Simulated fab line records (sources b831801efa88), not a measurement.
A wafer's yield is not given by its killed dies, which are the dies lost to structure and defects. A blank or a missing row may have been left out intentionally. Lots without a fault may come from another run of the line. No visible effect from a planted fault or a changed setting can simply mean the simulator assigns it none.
fab line records	flow sky130
record lots=14	wafers=42	last_day=50
route steps=708 shown POLY_CUT@319 SD_P@330 RES_XHIGH@340 METAL1@439
lots that met no fault: from a run of the same line without faults
start_h: hours from the record's opening day to when the first of the lot's shown wafers began	wait_h: time in hours since the lot's previous step	" repeats the value in the row above	L1.1+2: a single row standing in for several wafers	- either no value or no given start	* or withheld: withheld	< > ~ a bound
route shown NAME@n: names a module that has steps shown in the file, with the first one's number in the route	usual: average and standard deviation across the fault-free wafers	same: alike in all rows	chamber/n: place in a boat	sites: the reading at each site	_std_site: the values' standard deviation	_edge_site: outer sites' mean less inner sites'	radius_mm: how far each site lies from the wafer's centre	mask NAME#n: copy n	behind: the tool/chamber that last shaped the wafer	hold: cause of the lot's hold/its duration in hours/its outcome	device: names the non-switching transistor (n, p or np)	end of line: at the end of the route, the tests of the same wafers	where a step has no rows: the recipe by itself	killed: not the wafer's yield, but the dies lost to structure and defects at the first sort	map: a wafer's dies, x killed, . not, _ none there
set.NAME: the setting as run; set.NAME@STEP: as run at that earlier step	model.NAME: the simulator's own value behind a step, which no gauge read
route steps across a sampled set of lots; one table per step, one row per wafer
services: from which hour (start_h, from the record's first day; less than 0 if before it) a tool's chamber was out of use, for how many hours, and why
## steps
# step SKY_POLY_CUT_STRIP_12
# recipe chemistry=O2/N2	power_w=1400	pressure_mtorr=1500	platen_temp_c=withheld	o2_flow_sccm=3000	n2_flow_sccm=300	overash_fraction=0.5
# usual chamber_pressure_mTorr=1499.8/1.5	drypump_motor_current_A=5.8/0.34	oes_product_au=0.451/0.005	strip_time_to_endpoint_s=5.345/0.016
lot.wafer	tool	chamber	start_h	wait_h	chamber_pressure_mTorr	drypump_motor_current_A	oes_product_au	rf_hours_counter_h	strip_time_to_endpoint_s
L698.2	plasma_asher-03	1	556.22	0.0	1501.4	5.5	0.448	44	5.351
L698.4	"	1	"	"	1497.5	5.5	0.457	-	5.342
L698.5	"	1	"	"	1498.2	5.5	0.451	-	5.342
L702.1	plasma_asher-02	1	593.68	0.0	1502.7	6.1	0.451	15	5.353
L702.3	"	1	"	"	1501.3	6.0	0.452	-	5.339
L702.6	"	1	"	"	1498.9	6.1	0.444	-	5.337
L706.1	plasma_asher-02	1	633.42	0.0	1497.0	6.1	0.447	19	5.334
L706.4	"	1	"	"	1498.1	6.1	0.446	-	5.332
L706.6	"	0	"	"	1498.3	6.6	0.458	-	5.359
L707.1	plasma_asher-03	1	646.62	0.0	1499.7	5.5	0.466	53	5.350
L707.4	"	1	"	"	1499.3	5.5	0.450	-	5.347
L707.5	"	1	"	"	1500.5	5.5	0.443	-	5.351
L710.1	plasma_asher-02	1	673.43	0.0	1501.3	6.1	0.448	23	5.358
L710.3	"	0	"	"	1501.1	6.6	0.443	-	5.340
L710.4	"	1	"	"	1499.7	6.1	0.448	-	5.354
L711.2	plasma_asher-01	0	677.23	0.0	1500.1	5.8	0.451	96	5.339
L711.4	"	0	"	"	1500.3	5.8	0.450	-	5.369
L711.5	"	0	"	"	1500.6	5.8	0.448	-	5.335
L712.1	plasma_asher-01	1	681.48	0.0	1495.7	5.6	0.455	96	5.298
L712.2	"	0	"	"	1498.1	5.8	0.452	96	5.342
L712.4	"	0	"	"	1498.7	5.8	0.457	-	5.312
L714.2	plasma_asher-03	1	699.38	0.0	1503.1	5.5	0.459	59	5.346
L714.5	"	1	"	"	1501.4	5.5	0.458	-	5.345
L714.6	"	0	"	"	1500.9	5.6	0.458	-	5.339
L715.2	plasma_asher-01	0	711.93	0.0	1499.7	5.8	0.448	99	5.363
L715.4	"	1	"	"	1498.8	5.7	0.449	-	5.360
L715.6	"	0	"	"	1501.2	5.8	0.455	-	5.336
L716.1	plasma_asher-01	0	714.82	0.0	1500.8	5.9	0.445	100	5.366
L716.4	"	1	"	"	1500.8	5.7	0.451	-	5.361
L716.5	"	1	"	"	1501.3	5.6	0.456	-	5.367
L717.3	plasma_asher-01	0	721.90	0.1	1500.1	5.8	0.451	-	5.340
L717.4	"	1	"	"	1500.9	5.6	0.452	-	5.349
L717.6	"	1	"	"	1499.8	5.7	0.448	-	5.333
L718.1	plasma_asher-01	1	722.98	0.0	1500.8	5.6	0.458	100	5.359
L718.3	"	1	"	"	1498.9	5.6	0.445	-	5.337
L718.4	"	0	"	"	1501.2	5.9	0.449	-	5.326
L720.2	plasma_asher-03	1	738.88	0.0	1499.0	5.5	0.453	63	5.364
L720.4	"	0	"	"	1502.0	5.6	0.450	-	5.325
L720.6	"	0	"	"	1499.1	5.6	0.442	-	5.360
L721.1	plasma_asher-03	1	752.07	0.0	1500.6	5.5	0.451	64	5.332
L721.3	"	1	"	"	1502.4	5.5	0.453	-	5.330
L721.4	"	0	"	"	1501.7	5.6	0.441	-	5.323
# step SKY_SD_P_STRIP_10
# recipe chemistry=O2/N2	power_w=1400	pressure_mtorr=1500	platen_temp_c=withheld	o2_flow_sccm=3000	n2_flow_sccm=300	overash_fraction=0.5
# usual chamber_pressure_mTorr=1500.1/1.4	drypump_motor_current_A=5.5/0.31	oes_product_au=0.617/0.0043	strip_time_to_endpoint_s=17.49/0.041
lot.wafer	tool	chamber	start_h	wait_h	chamber_pressure_mTorr	drypump_motor_current_A	oes_product_au	rf_hours_counter_h	strip_time_to_endpoint_s
L698.2	plasma_asher-03	0	586.84	0.1	1498.4	5.6	0.619	47	17.54
L698.4	"	1	"	"	1503.3	5.5	0.619	-	17.48
L698.5	"	0	"	"	1499.5	5.6	0.618	-	17.56
L702.1	plasma_asher-04	1	623.14	0.1	1499.6	5.4	0.610	81	17.53
L702.3	"	0	"	"	1499.8	4.8	0.614	-	17.52
L702.6	"	1	"	"	1501.4	5.4	0.620	-	17.51
L706.1	plasma_asher-01	0	662.59	0.1	-	-	-	-	-
L706.4	"	1	"	"	-	-	-	-	-
L706.6	"	1	"	"	-	-	-	-	-
L707.1	plasma_asher-01	1	675.29	0.1	-	-	-	-	-
L707.4	"	1	"	"	-	-	-	-	-
L707.5	"	1	"	"	-	-	-	-	-
L710.1	plasma_asher-01	0	701.49	0.1	1499.1	5.8	0.624	98	17.45
L710.3	"	1	"	"	1502.7	5.6	0.617	-	17.44
L710.4	"	0	"	"	1501.0	5.8	0.617	-	17.48
L711.2	plasma_asher-04	0	705.69	0.1	1499.9	4.7	0.625	88	17.52
L711.4	"	1	"	"	1500.7	5.4	0.619	-	17.56
L711.5	"	0	"	"	1501.5	4.7	0.620	-	17.53
L712.1	plasma_asher-01	1	709.84	0.1	1498.3	5.6	0.621	99	17.48
L712.2	"	0	"	"	1501.8	5.9	0.607	99	17.47
L712.4	"	1	"	"	1502.9	5.7	0.614	-	17.47
L714.2	plasma_asher-01	0	727.84	0.1	1502.2	5.8	0.621	101	17.57
L714.5	"	0	"	"	1502.6	5.8	0.616	-	17.55
L714.6	"	1	"	"	1500.5	5.6	0.619	-	17.56
L715.2	plasma_asher-03	1	739.79	0.1	1500.5	5.5	0.611	63	17.47
L715.4	"	1	"	"	1498.9	5.5	0.613	-	17.46
L715.6	"	0	"	"	1499.5	5.6	0.609	-	17.44
L716.1	plasma_asher-04	1	742.44	0.1	1499.0	5.4	0.615	92	17.51
L716.4	"	1	"	"	1498.9	5.4	0.622	-	17.49
L716.5	"	1	"	"	1498.3	5.4	0.615	-	17.50
L717.3	plasma_asher-01	1	749.17	0.1	1502.1	5.7	0.625	-	17.53
L717.4	"	0	"	"	1500.6	5.8	0.614	-	17.50
L717.6	"	1	"	"	1500.2	5.6	0.616	-	17.51
L718.1	plasma_asher-01	1	750.49	0.1	1499.6	5.6	0.624	1	17.43
L718.3	"	1	"	"	1500.5	5.6	0.619	-	17.48
L718.4	"	0	"	"	1499.9	5.8	0.615	-	17.50
L720.2	plasma_asher-01	1	765.79	0.1	1498.1	5.6	0.617	2	17.51
L720.4	"	0	"	"	1503.1	5.8	0.617	-	17.54
L720.6	"	1	"	"	1501.2	5.7	0.619	-	17.55
L721.1	plasma_asher-01	0	779.09	0.1	1499.4	5.8	0.617	3	17.50
L721.3	"	0	"	"	1499.5	5.8	0.628	-	17.47
L721.4	"	1	"	"	1496.8	5.6	0.613	-	17.46
# step SKY_RES_XHIGH_STRIP_08
# recipe chemistry=O2/N2	power_w=1400	pressure_mtorr=1500	platen_temp_c=withheld	o2_flow_sccm=3000	n2_flow_sccm=300	overash_fraction=0.5
# usual chamber_pressure_mTorr=1500.0/1.3	drypump_motor_current_A=5.7/0.6	oes_product_au=0.711/0.0049	strip_time_to_endpoint_s=14.26/0.041
lot.wafer	tool	chamber	start_h	wait_h	chamber_pressure_mTorr	drypump_motor_current_A	oes_product_au	rf_hours_counter_h	strip_time_to_endpoint_s
L698.2	plasma_asher-03	0	616.58	0.1	1498.7	5.6	0.711	50	14.30
L698.4	"	0	"	"	1501.0	5.6	0.707	-	14.26
L698.5	"	1	"	"	1500.0	5.5	0.708	-	14.24
L702.1	plasma_asher-04	0	651.44	0.1	1500.9	4.7	0.700	83	14.26
L702.3	"	0	"	"	1499.4	4.7	0.720	-	14.26
L702.6	"	0	"	"	1500.4	4.7	0.713	-	14.26
L706.1	plasma_asher-03	1	690.49	0.1	1502.5	5.5	0.715	58	31.39
L706.4	"	0	"	"	1499.2	5.6	0.725	-	31.42
L706.6	"	0	"	"	1499.6	5.6	0.716	-	31.36
L707.1	plasma_asher-04	1	703.38	0.1	1500.8	5.4	0.712	88	31.37
L707.4	"	1	"	"	1499.1	5.3	0.719	-	31.40
L707.5	"	1	"	"	1498.8	5.4	0.720	-	31.34
L710.1	plasma_asher-04	0	729.59	0.1	1500.6	4.7	0.704	91	14.22
L710.3	"	1	"	"	1499.6	5.4	0.708	-	14.24
L710.4	"	0	"	"	1499.2	4.8	0.720	-	14.22
L711.2	plasma_asher-02	0	733.44	0.1	1499.2	6.6	0.717	29	14.24
L711.4	"	1	"	"	1500.2	6.1	0.709	-	14.26
L711.5	"	0	"	"	1501.3	6.6	0.713	-	14.21
L712.1	plasma_asher-02	0	737.34	0.1	1499.1	6.6	0.708	30	14.28
L712.2	"	1	"	"	1498.7	6.1	0.706	30	14.36
L712.4	"	0	"	"	1501.1	6.6	0.712	-	14.27
L714.2	plasma_asher-03	0	755.33	0.1	1500.3	5.6	0.712	64	14.24
L714.5	"	0	"	"	1500.1	5.6	0.717	-	14.25
L714.6	"	1	"	"	1499.3	5.5	0.717	-	14.25
L715.2	plasma_asher-03	1	767.08	0.1	1499.2	5.5	0.708	65	14.27
L715.4	"	1	"	"	1499.3	5.5	0.719	-	14.29
L715.6	"	0	"	"	1499.6	5.6	0.717	-	14.25
L716.1	plasma_asher-03	0	769.84	0.1	1500.2	5.6	0.716	66	14.27
L716.4	"	0	"	"	1499.1	5.6	0.707	-	14.30
L716.5	"	1	"	"	1498.3	5.5	0.713	-	14.36
L717.3	plasma_asher-02	1	775.52	0.1	1498.9	6.1	0.718	-	14.23
L717.4	"	0	"	"	1498.6	6.6	0.708	-	14.25
L717.6	"	1	"	"	1501.1	6.1	0.709	-	14.25
L718.1	plasma_asher-04	1	776.59	0.1	1498.5	5.4	0.708	96	14.21
L718.3	"	1	"	"	1495.9	5.4	0.717	-	14.16
L718.4	"	0	"	"	1499.3	4.7	0.716	-	14.21
L720.2	plasma_asher-02	0	792.39	0.1	1500.5	6.6	0.715	35	14.21
L720.4	"	1	"	"	1499.4	6.1	0.724	-	14.20
L720.6	"	1	"	"	1501.1	6.1	0.715	-	14.20
L721.1	plasma_asher-03	1	805.89	0.1	1502.4	5.5	0.707	69	14.27
L721.3	"	1	"	"	1502.4	5.5	0.709	-	14.28
L721.4	"	0	"	"	1500.6	5.6	0.704	-	14.27
# step SKY_RES_XHIGH_TW_MEAS_09
# usual RES_XHIGH_TW=1640/11
lot.wafer	tool	chamber	start_h	wait_h	RES_XHIGH_TW
L698.2	film_metro-03	-	616.69	0.1	1653
L698.4	"	-	"	"	1648
L698.5	"	-	"	"	1649
L702.1	film_metro-02	-	651.54	0.1	1642
L702.3	"	-	"	"	1644
L702.6	"	-	"	"	1648
L706.1	film_metro-02	-	690.59	0.1	30
L706.4	"	-	"	"	30
L706.6	"	-	"	"	30
L707.1	film_metro-03	-	703.48	0.1	30
L707.4	"	-	"	"	30
L707.5	"	-	"	"	30
L710.1	film_metro-02	-	729.69	0.1	1643
L710.3	"	-	"	"	1642
L710.4	"	-	"	"	1647
L711.2	film_metro-03	-	733.55	0.1	1641
L711.4	"	-	"	"	1652
L711.5	"	-	"	"	1647
L712.1	film_metro-02	-	737.44	0.1	1644
L712.2	"	-	"	"	1636
L712.4	"	-	"	"	1635
L714.2	film_metro-01	-	755.44	0.1	1626
L714.5	"	-	"	"	1630
L714.6	"	-	"	"	1637
L715.2	film_metro-03	-	767.19	0.1	1649
L715.4	"	-	"	"	1643
L715.6	"	-	"	"	1649
L716.1	film_metro-01	-	769.94	0.1	1631
L716.4	"	-	"	"	1628
L716.5	"	-	"	"	1636
L717.3	film_metro-01	-	775.61	0.1	1623
L717.4	"	-	"	"	1618
L717.6	"	-	"	"	1630
L718.1	film_metro-01	-	776.69	0.1	1630
L718.3	"	-	"	"	1632
L718.4	"	-	"	"	1625
L720.2	film_metro-03	-	792.50	0.1	1647
L720.4	"	-	"	"	1649
L720.6	"	-	"	"	1655
L721.1	film_metro-01	-	805.99	0.1	1621
L721.3	"	-	"	"	1631
L721.4	"	-	"	"	1624
# step SKY_METAL1_RS_MEAS_05
# recipe thk_meas_gauge=four-point-probe	reads=TiN_of_METAL1_SPUTTER_04+Ti_of_METAL1_SPUTTER_03+AlCu_of_METAL1_SPUTTER_02+TiN_of_METAL1_SPUTTER_01+Ti_of_METAL1_SPUTTER_00
# usual METAL1_ALCU_RS=0.1263/0.0017
lot.wafer	tool	chamber	start_h	wait_h	METAL1_ALCU_RS[ohm/sq]
L698.2	film_metro-02	-	738.10	0.0	0.1245
L698.4	"	-	"	"	0.1261
L698.5	"	-	"	"	0.1257
L702.1	film_metro-02	-	767.91	0.0	0.1244
L702.3	"	-	"	"	0.1247
L702.6	"	-	"	"	0.1248
L706.1	film_metro-02	-	807.76	0.0	0.1260
L706.4	"	-	"	"	0.1252
L706.6	"	-	"	"	0.1269
L707.1	film_metro-04	-	816.47	0.0	0.1235
L707.4	"	-	"	"	0.1241
L707.5	"	-	"	"	0.1238
L710.1	film_metro-04	-	840.98	0.0	0.1265
L710.3	"	-	"	"	0.1287
L710.4	"	-	"	"	0.1267
L711.2	film_metro-02	-	844.79	0.0	0.1291
L711.4	"	-	"	"	0.1311
L711.5	"	-	"	"	0.1295
L712.1	film_metro-04	-	846.22	0.0	0.1243
L712.2	"	-	"	"	0.1251
L712.4	"	-	"	"	0.1256
L714.2	film_metro-04	-	866.32	0.0	0.1266
L714.5	"	-	"	"	0.1280
L714.6	"	-	"	"	0.1252
L715.2	film_metro-03	-	878.65	0.0	0.1276
L715.4	"	-	"	"	0.1283
L715.6	"	-	"	"	0.1280
L716.1	film_metro-04	-	880.37	0.0	0.1275
L716.4	"	-	"	"	0.1271
L716.5	"	-	"	"	0.1270
L717.3	film_metro-03	-	885.25	0.1	0.1288
L717.4	"	-	"	"	0.1278
L717.6	"	-	"	"	0.1269
L718.1	film_metro-04	-	886.77	0.0	0.1243
L718.3	"	-	"	"	0.1249
L718.4	"	-	"	"	0.1238
L720.2	film_metro-03	-	901.27	0.0	0.1267
L720.4	"	-	"	"	0.1266
L720.6	"	-	"	"	0.1262
L721.1	film_metro-04	-	916.52	0.0	0.1277
L721.3	"	-	"	"	0.1269
L721.4	"	-	"	"	0.1280
# step SKY_METAL1_DESCUM_17
# recipe chemistry=O2	source_power_w=150	bias_power_w=0	pressure_mtorr=10	temp_c=40	time_s=8
# usual drypump_motor_current_A=5.6/0.44	oes_product_au=0.998/0.0091
# same bias_power_w=0
lot.wafer	tool	chamber	start_h	wait_h	drypump_motor_current_A	oes_product_au	rf_hours_counter_h
L698.2	rie_metal-01	0	764.99	0.0	5.8	1.015	4
L698.4	"	1	"	"	4.9	0.991	-
L698.5	"	0	"	"	5.8	1.019	-
L702.1	rie_metal-01	1	794.69	0.0	4.9	0.980	4
L702.3	"	1	"	"	4.8	0.993	-
L702.6	"	0	"	"	5.8	1.006	-
L706.1	rie_metal-03	1	834.49	0.0	5.8	0.985	14
L706.4	"	1	"	"	5.8	1.008	-
L706.6	"	0	"	"	6.0	1.006	-
L707.1	rie_metal-03	0	843.04	0.0	6.0	1.009	13
L707.4	"	0	"	"	5.9	1.020	-
L707.5	"	0	"	"	6.0	1.006	-
L710.1	rie_metal-01	1	867.29	0.0	4.9	0.990	7
L710.3	"	0	"	"	5.8	1.003	-
L710.4	"	1	"	"	4.9	0.994	-
L711.2	rie_metal-01	0	870.89	0.0	5.8	1.004	8
L711.4	"	0	"	"	5.8	0.999	-
L711.5	"	1	"	"	4.8	0.994	-
L712.1	rie_metal-04	1	871.89	0.0	5.4	1.005	6
L712.2	"	0	"	"	6.2	0.997	12
L712.4	"	1	"	"	5.4	1.007	-
L714.2	rie_metal-01	0	892.34	0.0	5.8	1.009	9
L714.5	"	0	"	"	5.8	1.000	-
L714.6	"	1	"	"	4.8	0.994	-
L715.2	rie_metal-03	0	904.36	0.0	6.0	1.004	-
L715.4	"	0	"	"	6.0	1.000	-
L715.6	"	0	"	"	6.0	0.997	-
L716.1	rie_metal-04	0	905.89	0.0	6.2	0.991	14
L716.4	"	1	"	"	5.4	1.006	-
L716.5	"	0	"	"	6.2	0.985	-
L717.3	rie_metal-01	1	910.85	0.0	4.9	0.993	-
L717.4	"	0	"	"	5.8	1.014	-
L717.6	"	1	"	"	4.9	0.999	-
L718.1	rie_metal-04	0	912.54	0.0	6.2	0.984	14
L718.3	"	1	"	"	5.4	1.002	-
L718.4	"	0	"	"	6.2	0.993	-
L720.2	rie_metal-01	0	926.44	0.0	5.8	1.001	11
L720.4	"	1	"	"	4.8	0.985	-
L720.6	"	0	"	"	5.8	0.998	-
L721.1	rie_metal-01	1	941.75	0.0	4.8	0.995	10
L721.3	"	0	"	"	5.8	1.011	-
L721.4	"	1	"	"	4.8	0.991	-
## services
tool	chamber	start_h	hours	kind
rie_metal-04	-	543.01	1.4	pm
rie_metal-01	0	602.71	18.1	repair
plasma_asher-04	-	604.35	3.9	repair
rie_metal-01	0	620.84	-	clean
rie_metal-01	0	620.84	23.2	scheduled_down
plasma_asher-04	-	676.84	2.6	repair
rie_metal-04	1	676.84	10.0	repair
plasma_asher-02	-	686.47	2.8	pm
rie_metal-04	1	687.38	2.9	repair
rie_metal-04	-	723.48	15.6	pm
plasma_asher-01	-	733.75	9.0	pm
plasma_asher-01	0	733.75	9.0	vent_cycle
plasma_asher-01	1	733.75	9.0	vent_cycle
plasma_asher-01	0	742.75	-	clean
plasma_asher-01	1	742.75	-	clean
rie_metal-04	-	745.57	2.8	pm
rie_metal-03	-	791.15	1.8	repair
plasma_asher-01	-	850.24	3.6	repair
plasma_asher-02	-	885.60	4.2	repair
plasma_asher-01	-	886.70	4.5	repair
plasma_asher-03	-	887.98	2.4	repair
rie_metal-04	1	917.61	3.2	repair
rie_metal-04	0	925.79	5.1	repair
rie_metal-03	-	933.15	1.0	repair
## key
first_sign step=SKY_SD_P_STRIP_10	reading=tool_record	direction=missing
effect step=SKY_RES_XHIGH_STRIP_08	reading=strip_time_to_endpoint_s	direction=up	sigmas=99+	usual=*	struck=*
effect step=SKY_RES_XHIGH_TW_MEAS_09	reading=RES_XHIGH_TW	direction=down	sigmas=99+	usual=1640	struck=30
met_at SKY_SD_P_STRIP_10
struck_lots L706,L707
sort_left_out L706.1,L706.4,L706.6,L707.1,L707.4,L707.5
tester_left_out L706,L707
not_acting_at SKY_POLY_CUT_STRIP_12,SKY_METAL1_RS_MEAS_05,SKY_METAL1_DESCUM_17
fault kind=skipped_step_whole	tool=plasma_asher-01	chamber=-	onset_h=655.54	steps=SKY_SD_P_STRIP_10	scope=struck_lots_only
# tester_left_out: of these lots the tester's yield and bins aren't shown, on N5 and GAA mostly nor the transistor test; their killed dies are dies lost to structure and defects alone, not to doping, threshold or leakage, so they don't give the yield
# sort_left_out: the simulated sort isn't trusted on such a fault, so these wafers' sort isn't shown, and their yield isn't known
